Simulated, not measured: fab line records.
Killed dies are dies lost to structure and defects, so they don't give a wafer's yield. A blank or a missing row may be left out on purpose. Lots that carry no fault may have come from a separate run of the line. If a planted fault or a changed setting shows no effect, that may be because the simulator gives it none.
fab line records :: flow sky130
record
  lots=7
  wafers=21
  last_day=50
route steps=708 shown LDD_HVP@281 LDD_LDN@289
lots with no fault: from the same line, run without faults
start_h: hours from the record's opening day to when the first of the lot's shown wafers began :: wait_h: time in hours since the lot's previous step :: " identical to the entry in the row above :: L1.1+2: several wafers, shown together as one row :: - value missing, or start not given :: * or withheld: withheld :: < > ~ a bound
route shown NAME@n: NAME is a module with steps in the file, n the number in the route of the first one :: usual: mean and standard deviation over wafers with no fault :: same: alike in all rows :: chamber/n: place in a boat :: sites: the reading at each site :: _std_site: standard deviation of those values :: _edge_site: mean of outer sites minus mean of inner sites :: radius_mm: for every site, how far away it sits from the centre of the wafer :: mask NAME#n: copy n :: behind: the last tool/chamber to shape the wafer :: hold: why the lot went on hold/how many hours it stayed there/how the hold came to an end :: device: transistor that didn't switch, given as n, p or np :: end of line: the route-end tests of the same wafers :: a step with no rows: only its recipe :: killed: dies lost to structure and defects at the first sort, not the wafer's yield :: map: dies across one wafer; x = killed, . = not, _ = none there
set.NAME: the run value of the setting; set.NAME@STEP: its run value at that earlier step :: model.NAME: the simulator's own value behind a step, which no gauge read
lots at some steps of the route; a table a step, a row a wafer
services: from which hour (start_h, from the record's first day; less than 0 if before it) a tool's chamber was out of use, for how many hours, and why
## steps
# step SKY_LDD_HVP_SOFTBAKE_03
# recipe
  temp_c=90
  time_s=60
  resist=NOVOLAK
# step SKY_LDD_HVP_EXPOSE_04
# recipe
  mask_id=HVPTM
  na=0.6
  source_shape=conventional
  sigma_outer=0.6
  polarization=unpolarized
  target_cd_nm=700
  dose_mj=86
# step SKY_LDD_HVP_PEB_05
# recipe
  temp_c=withheld
  time_s=*
  resist=NOVOLAK
# step SKY_LDD_HVP_DEVELOP_06
# recipe
  resist=NOVOLAK
  developer=TMAH
  develop_time_s=60
  dev_temp_c=23
# step SKY_LDD_HVP_OVL_MEAS_07
# usual
  LDD_HVP_OVL=0.3/1.9
lot.wafer: L232.1
tool: overlay-01
chamber: -
start_h: 532.79
wait_h: 0.1
LDD_HVP_OVL[nm]: -2.1

lot.wafer: L232.2
tool: overlay-01
chamber: -
start_h: 532.79
wait_h: 0.1
LDD_HVP_OVL[nm]: -2.4

lot.wafer: L232.6
tool: overlay-01
chamber: -
start_h: 532.79
wait_h: 0.1
LDD_HVP_OVL[nm]: -1.2

lot.wafer: L238.1
tool: overlay-01
chamber: -
start_h: 583.65
wait_h: 0.1
LDD_HVP_OVL[nm]: -0.1

lot.wafer: L238.4
tool: overlay-01
chamber: -
start_h: 583.65
wait_h: 0.1
LDD_HVP_OVL[nm]: 1.8

lot.wafer: L238.5
tool: overlay-01
chamber: -
start_h: 583.65
wait_h: 0.1
LDD_HVP_OVL[nm]: 1.2

lot.wafer: L242.4
tool: overlay-01
chamber: -
start_h: 628.47
wait_h: 0.1
LDD_HVP_OVL[nm]: 0.9

lot.wafer: L242.5
tool: overlay-01
chamber: -
start_h: 628.47
wait_h: 0.1
LDD_HVP_OVL[nm]: 2.5

lot.wafer: L242.6
tool: overlay-01
chamber: -
start_h: 628.47
wait_h: 0.1
LDD_HVP_OVL[nm]: 0.2

lot.wafer: L243.2
tool: overlay-02
chamber: -
start_h: 629.40
wait_h: 0.1
LDD_HVP_OVL[nm]: 3.3

lot.wafer: L243.5
tool: overlay-02
chamber: -
start_h: 629.40
wait_h: 0.1
LDD_HVP_OVL[nm]: 1.8

lot.wafer: L243.6
tool: overlay-02
chamber: -
start_h: 629.40
wait_h: 0.1
LDD_HVP_OVL[nm]: 2.7

lot.wafer: L245.2
tool: overlay-02
chamber: -
start_h: 635.60
wait_h: 0.1
LDD_HVP_OVL[nm]: -1.5

lot.wafer: L245.4
tool: overlay-02
chamber: -
start_h: 635.60
wait_h: 0.1
LDD_HVP_OVL[nm]: -3.4

lot.wafer: L245.6
tool: overlay-02
chamber: -
start_h: 635.60
wait_h: 0.1
LDD_HVP_OVL[nm]: -2.5

lot.wafer: L251.1
tool: overlay-02
chamber: -
start_h: 683.39
wait_h: 0.1
LDD_HVP_OVL[nm]: -0.2

lot.wafer: L251.3
tool: overlay-02
chamber: -
start_h: 683.39
wait_h: 0.1
LDD_HVP_OVL[nm]: -1.3

lot.wafer: L251.6
tool: overlay-02
chamber: -
start_h: 683.39
wait_h: 0.1
LDD_HVP_OVL[nm]: 0.2

lot.wafer: L252.1
tool: overlay-02
chamber: -
start_h: 691.35
wait_h: 0.1
LDD_HVP_OVL[nm]: 2.0

lot.wafer: L252.2
tool: overlay-02
chamber: -
start_h: 691.35
wait_h: 0.1
LDD_HVP_OVL[nm]: 0.6

lot.wafer: L252.3
tool: overlay-02
chamber: -
start_h: 691.35
wait_h: 0.1
LDD_HVP_OVL[nm]: 0.6
# step SKY_LDD_HVP_IMPLANT_08
# recipe
  species=B
  energy_kev=20
  dose_cm2=1.7e+13
  tilt_deg=17.9
# step SKY_LDD_HVP_STRIP_09
# recipe
  chemistry=O2/N2
  power_w=1400
  pressure_mtorr=1500
  platen_temp_c=withheld
  o2_flow_sccm=3000
  n2_flow_sccm=300
  overash_fraction=0.5
# usual
  drypump_motor_current_A=5.5/0.39
  o2_flow_sccm=3001/8.9
  oes_product_au=0.408/0.0044
  strip_time_to_endpoint_s=4.133/0.015
lot.wafer: L232.1
tool: plasma_asher-03
chamber: 0
start_h: 532.98
wait_h: 0.1
drypump_motor_current_A: 4.9
o2_flow_sccm: 2980
oes_product_au: 0.411
rf_hours_counter_h: 70
strip_time_to_endpoint_s: 4.145

lot.wafer: L232.2
tool: plasma_asher-03
chamber: 1
start_h: 532.98
wait_h: 0.1
drypump_motor_current_A: 5.2
o2_flow_sccm: 3008
oes_product_au: 0.407
rf_hours_counter_h: 70
strip_time_to_endpoint_s: 4.127

lot.wafer: L232.6
tool: plasma_asher-03
chamber: 1
start_h: 532.98
wait_h: 0.1
drypump_motor_current_A: 5.2
o2_flow_sccm: 3001
oes_product_au: 0.411
rf_hours_counter_h: -
strip_time_to_endpoint_s: 4.143

lot.wafer: L238.1
tool: plasma_asher-03
chamber: 1
start_h: 583.83
wait_h: 0.1
drypump_motor_current_A: 5.3
o2_flow_sccm: 3002
oes_product_au: 0.410
rf_hours_counter_h: 75
strip_time_to_endpoint_s: 4.130

lot.wafer: L238.4
tool: plasma_asher-03
chamber: 0
start_h: 583.83
wait_h: 0.1
drypump_motor_current_A: 4.9
o2_flow_sccm: 2994
oes_product_au: 0.410
rf_hours_counter_h: -
strip_time_to_endpoint_s: 4.136

lot.wafer: L238.5
tool: plasma_asher-03
chamber: 0
start_h: 583.83
wait_h: 0.1
drypump_motor_current_A: 4.9
o2_flow_sccm: 2992
oes_product_au: 0.409
rf_hours_counter_h: -
strip_time_to_endpoint_s: 4.123

lot.wafer: L242.4
tool: plasma_asher-01
chamber: 0
start_h: 628.67
wait_h: 0.1
drypump_motor_current_A: 5.9
o2_flow_sccm: 3017
oes_product_au: 0.405
rf_hours_counter_h: -
strip_time_to_endpoint_s: 4.130

lot.wafer: L242.5
tool: plasma_asher-01
chamber: 1
start_h: 628.67
wait_h: 0.1
drypump_motor_current_A: 6.0
o2_flow_sccm: 3007
oes_product_au: 0.411
rf_hours_counter_h: -
strip_time_to_endpoint_s: 4.116

lot.wafer: L242.6
tool: plasma_asher-01
chamber: 0
start_h: 628.67
wait_h: 0.1
drypump_motor_current_A: 5.9
o2_flow_sccm: 3013
oes_product_au: 0.409
rf_hours_counter_h: -
strip_time_to_endpoint_s: 4.127

lot.wafer: L243.2
tool: plasma_asher-02
chamber: 1
start_h: 629.58
wait_h: 0.1
drypump_motor_current_A: 5.6
o2_flow_sccm: 2997
oes_product_au: 0.416
rf_hours_counter_h: 97
strip_time_to_endpoint_s: 4.140

lot.wafer: L243.5
tool: plasma_asher-02
chamber: 1
start_h: 629.58
wait_h: 0.1
drypump_motor_current_A: 5.6
o2_flow_sccm: 2990
oes_product_au: 0.409
rf_hours_counter_h: -
strip_time_to_endpoint_s: 4.140

lot.wafer: L243.6
tool: plasma_asher-02
chamber: 0
start_h: 629.58
wait_h: 0.1
drypump_motor_current_A: 5.8
o2_flow_sccm: 2994
oes_product_au: 0.407
rf_hours_counter_h: -
strip_time_to_endpoint_s: 4.127

lot.wafer: L245.2
tool: plasma_asher-03
chamber: 0
start_h: 635.78
wait_h: 0.1
drypump_motor_current_A: 4.9
o2_flow_sccm: 3004
oes_product_au: 0.412
rf_hours_counter_h: 81
strip_time_to_endpoint_s: 4.107

lot.wafer: L245.4
tool: plasma_asher-03
chamber: 0
start_h: 635.78
wait_h: 0.1
drypump_motor_current_A: 4.9
o2_flow_sccm: 2999
oes_product_au: 0.412
rf_hours_counter_h: -
strip_time_to_endpoint_s: 4.122

lot.wafer: L245.6
tool: plasma_asher-03
chamber: 0
start_h: 635.78
wait_h: 0.1
drypump_motor_current_A: 4.9
o2_flow_sccm: 2990
oes_product_au: 0.414
rf_hours_counter_h: -
strip_time_to_endpoint_s: 4.118

lot.wafer: L251.1
tool: plasma_asher-01
chamber: 0
start_h: 683.58
wait_h: 0.1
drypump_motor_current_A: 6.0
o2_flow_sccm: 2999
oes_product_au: 0.408
rf_hours_counter_h: 25
strip_time_to_endpoint_s: 4.151

lot.wafer: L251.3
tool: plasma_asher-01
chamber: 0
start_h: 683.58
wait_h: 0.1
drypump_motor_current_A: 5.9
o2_flow_sccm: 3007
oes_product_au: 0.415
rf_hours_counter_h: -
strip_time_to_endpoint_s: 4.144

lot.wafer: L251.6
tool: plasma_asher-01
chamber: 0
start_h: 683.58
wait_h: 0.1
drypump_motor_current_A: 5.9
o2_flow_sccm: 3012
oes_product_au: 0.406
rf_hours_counter_h: -
strip_time_to_endpoint_s: 4.152

lot.wafer: L252.1
tool: plasma_asher-03
chamber: 0
start_h: 691.54
wait_h: 0.1
drypump_motor_current_A: 4.9
o2_flow_sccm: 3001
oes_product_au: 0.410
rf_hours_counter_h: 86
strip_time_to_endpoint_s: 4.151

lot.wafer: L252.2
tool: plasma_asher-03
chamber: 1
start_h: 691.54
wait_h: 0.1
drypump_motor_current_A: 5.2
o2_flow_sccm: 2999
oes_product_au: 0.414
rf_hours_counter_h: 86
strip_time_to_endpoint_s: 4.121

lot.wafer: L252.3
tool: plasma_asher-03
chamber: 1
start_h: 691.54
wait_h: 0.1
drypump_motor_current_A: 5.2
o2_flow_sccm: 3008
oes_product_au: 0.411
rf_hours_counter_h: -
strip_time_to_endpoint_s: 4.141
# step SKY_LDD_HVP_TW_MEAS_10
# usual
  LDD_HVP_TW=451.8/2.3
lot.wafer: L232.1
tool: film_metro-04
chamber: -
start_h: 533.08
wait_h: 0.1
LDD_HVP_TW: 451.9

lot.wafer: L232.2
tool: film_metro-04
chamber: -
start_h: 533.08
wait_h: 0.1
LDD_HVP_TW: 453.6

lot.wafer: L232.6
tool: film_metro-04
chamber: -
start_h: 533.08
wait_h: 0.1
LDD_HVP_TW: 454.0

lot.wafer: L238.1
tool: film_metro-03
chamber: -
start_h: 583.93
wait_h: 0.1
LDD_HVP_TW: 451.2

lot.wafer: L238.4
tool: film_metro-03
chamber: -
start_h: 583.93
wait_h: 0.1
LDD_HVP_TW: 451.9

lot.wafer: L238.5
tool: film_metro-03
chamber: -
start_h: 583.93
wait_h: 0.1
LDD_HVP_TW: 452.7

lot.wafer: L242.4
tool: film_metro-03
chamber: -
start_h: 628.76
wait_h: 0.1
LDD_HVP_TW: 451.5

lot.wafer: L242.5
tool: film_metro-03
chamber: -
start_h: 628.76
wait_h: 0.1
LDD_HVP_TW: 449.6

lot.wafer: L242.6
tool: film_metro-03
chamber: -
start_h: 628.76
wait_h: 0.1
LDD_HVP_TW: 451.6

lot.wafer: L243.2
tool: film_metro-04
chamber: -
start_h: 629.69
wait_h: 0.1
LDD_HVP_TW: 456.1

lot.wafer: L243.5
tool: film_metro-04
chamber: -
start_h: 629.69
wait_h: 0.1
LDD_HVP_TW: 453.7

lot.wafer: L243.6
tool: film_metro-04
chamber: -
start_h: 629.69
wait_h: 0.1
LDD_HVP_TW: 454.6

lot.wafer: L245.2
tool: film_metro-03
chamber: -
start_h: 635.89
wait_h: 0.1
LDD_HVP_TW: 449.2

lot.wafer: L245.4
tool: film_metro-03
chamber: -
start_h: 635.89
wait_h: 0.1
LDD_HVP_TW: 447.8

lot.wafer: L245.6
tool: film_metro-03
chamber: -
start_h: 635.89
wait_h: 0.1
LDD_HVP_TW: 448.3

lot.wafer: L251.1
tool: film_metro-03
chamber: -
start_h: 683.68
wait_h: 0.1
LDD_HVP_TW: 450.5

lot.wafer: L251.3
tool: film_metro-03
chamber: -
start_h: 683.68
wait_h: 0.1
LDD_HVP_TW: 450.9

lot.wafer: L251.6
tool: film_metro-03
chamber: -
start_h: 683.68
wait_h: 0.1
LDD_HVP_TW: 451.4

lot.wafer: L252.1
tool: film_metro-04
chamber: -
start_h: 691.64
wait_h: 0.1
LDD_HVP_TW: 458.7

lot.wafer: L252.2
tool: film_metro-04
chamber: -
start_h: 691.64
wait_h: 0.1
LDD_HVP_TW: 456.0

lot.wafer: L252.3
tool: film_metro-04
chamber: -
start_h: 691.64
wait_h: 0.1
LDD_HVP_TW: 456.1
# step SKY_LDD_LDN_DEHYDRATE_00
# recipe
  temp_c=200
  time_s=60
# step SKY_LDD_LDN_HMDS_01
# recipe
  prime_time_s=60
  prime_temp_c=120
# step SKY_LDD_LDN_COAT_02
# recipe
  resist=NOVOLAK
  spin_rpm=3000
  resist_thk_nm=1140
# step SKY_LDD_LDN_SOFTBAKE_03
# recipe
  temp_c=90
  time_s=60
  resist=NOVOLAK
# step SKY_LDD_LDN_EXPOSE_04
# recipe
  mask_id=LDNTM
  na=0.6
  source_shape=conventional
  sigma_outer=0.6
  polarization=unpolarized
  target_cd_nm=700
  dose_mj=140
# usual
  exposure_dose_mJ_cm2=140.00/0.14
  focus_offset_nm=-0.1/0.53
lot.wafer: L232.1
tool: iline_stepper-01
chamber: 0
start_h: 547.27
wait_h: -
mask: LDNTM#0
exposure_dose_mJ_cm2: 140.15
focus_offset_nm: -0.5

lot.wafer: L232.2
tool: iline_stepper-01
chamber: 0
start_h: 547.27
wait_h: -
mask: LDNTM#0
exposure_dose_mJ_cm2: 140.03
focus_offset_nm: 0.0

lot.wafer: L232.6
tool: iline_stepper-01
chamber: 0
start_h: 547.27
wait_h: -
mask: LDNTM#0
exposure_dose_mJ_cm2: 140.06
focus_offset_nm: 0.1

lot.wafer: L238.1
tool: iline_stepper-02
chamber: 0
start_h: 599.40
wait_h: -
mask: LDNTM#0
exposure_dose_mJ_cm2: 139.88
focus_offset_nm: -0.1

lot.wafer: L238.4
tool: iline_stepper-02
chamber: 0
start_h: 599.40
wait_h: -
mask: LDNTM#0
exposure_dose_mJ_cm2: 139.95
focus_offset_nm: -0.7

lot.wafer: L238.5
tool: iline_stepper-02
chamber: 0
start_h: 599.40
wait_h: -
mask: LDNTM#0
exposure_dose_mJ_cm2: 140.40
focus_offset_nm: 0.0

lot.wafer: L242.4
tool: iline_stepper-02
chamber: -
start_h: 642.41
wait_h: -
mask: LDNTM#0
exposure_dose_mJ_cm2: -
focus_offset_nm: -

lot.wafer: L242.5
tool: iline_stepper-02
chamber: -
start_h: 642.41
wait_h: -
mask: LDNTM#0
exposure_dose_mJ_cm2: -
focus_offset_nm: -

lot.wafer: L242.6
tool: iline_stepper-02
chamber: -
start_h: 642.41
wait_h: -
mask: LDNTM#0
exposure_dose_mJ_cm2: -
focus_offset_nm: -

lot.wafer: L243.2
tool: iline_stepper-02
chamber: -
start_h: 643.62
wait_h: -
mask: LDNTM#0
exposure_dose_mJ_cm2: -
focus_offset_nm: -

lot.wafer: L243.5
tool: iline_stepper-02
chamber: -
start_h: 643.62
wait_h: -
mask: LDNTM#0
exposure_dose_mJ_cm2: -
focus_offset_nm: -

lot.wafer: L243.6
tool: iline_stepper-02
chamber: -
start_h: 643.62
wait_h: -
mask: LDNTM#0
exposure_dose_mJ_cm2: -
focus_offset_nm: -

lot.wafer: L245.2
tool: iline_stepper-01
chamber: -
start_h: 649.94
wait_h: -
mask: LDNTM#0
exposure_dose_mJ_cm2: -
focus_offset_nm: -

lot.wafer: L245.4
tool: iline_stepper-01
chamber: -
start_h: 649.94
wait_h: -
mask: LDNTM#0
exposure_dose_mJ_cm2: -
focus_offset_nm: -

lot.wafer: L245.6
tool: iline_stepper-01
chamber: -
start_h: 649.94
wait_h: -
mask: LDNTM#0
exposure_dose_mJ_cm2: -
focus_offset_nm: -

lot.wafer: L251.1
tool: iline_stepper-02
chamber: 0
start_h: 697.40
wait_h: -
mask: LDNTM#0
exposure_dose_mJ_cm2: 139.81
focus_offset_nm: 0.5

lot.wafer: L251.3
tool: iline_stepper-02
chamber: 0
start_h: 697.40
wait_h: -
mask: LDNTM#0
exposure_dose_mJ_cm2: 140.17
focus_offset_nm: 0.5

lot.wafer: L251.6
tool: iline_stepper-02
chamber: 0
start_h: 697.40
wait_h: -
mask: LDNTM#0
exposure_dose_mJ_cm2: 139.96
focus_offset_nm: 0.7

lot.wafer: L252.1
tool: iline_stepper-02
chamber: 0
start_h: 705.45
wait_h: -
mask: LDNTM#0
exposure_dose_mJ_cm2: 140.02
focus_offset_nm: 0.8

lot.wafer: L252.2
tool: iline_stepper-02
chamber: 0
start_h: 705.45
wait_h: -
mask: LDNTM#0
exposure_dose_mJ_cm2: 139.82
focus_offset_nm: -0.1

lot.wafer: L252.3
tool: iline_stepper-02
chamber: 0
start_h: 705.45
wait_h: -
mask: LDNTM#0
exposure_dose_mJ_cm2: 139.93
focus_offset_nm: -0.9
# step SKY_LDD_LDN_PEB_05
# recipe
  temp_c=withheld
  time_s=*
  resist=NOVOLAK
## services
tool: plasma_asher-02
chamber: -
start_h: 516.28
hours: 2.8
kind: pm

tool: iline_stepper-01
chamber: -
start_h: 542.27
hours: 1.7
kind: pm

tool: iline_stepper-01
chamber: 0
start_h: 578.60
hours: -
kind: calibration

tool: iline_stepper-02
chamber: 0
start_h: 633.98
hours: -
kind: calibration

tool: plasma_asher-01
chamber: -
start_h: 635.72
hours: 3.7
kind: repair

tool: plasma_asher-03
chamber: -
start_h: 670.78
hours: 7.8
kind: repair

tool: iline_stepper-02
chamber: -
start_h: 682.37
hours: 4.4
kind: pm

tool: iline_stepper-02
chamber: -
start_h: 690.39
hours: 1.7
kind: pm

tool: iline_stepper-01
chamber: -
start_h: 699.40
hours: 5.4
kind: repair
## key
first_sign
  step=SKY_LDD_LDN_EXPOSE_04
  reading=tool_record
  direction=missing
effect none on later readings
met_at SKY_LDD_LDN_EXPOSE_04
struck_wafers L242.4,L242.5,L242.6,L243.2,L243.5,L243.6,L245.2,L245.4,L245.6
sort_left_out L242.4,L242.5,L242.6,L243.2,L243.5,L243.6,L245.2,L245.4,L245.6
tester_left_out L242,L243,L245
onset_between 599.40 642.41
fault
  kind=skipped_step_whole
  tool=iline_stepper-01,iline_stepper-02
  chamber=-
  onset_h=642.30
  steps=SKY_LDD_LDN_EXPOSE_04
  scope=struck_lots_only
# tester_left_out: of these lots the tester's yield and bins aren't shown, on N5 and GAA mostly nor the transistor test; their killed dies are dies lost to structure and defects alone, not to doping, threshold or leakage, so they don't give the yield
# sort_left_out: the simulated sort isn't trusted on such a fault, so these wafers' sort isn't shown, and their yield isn't known
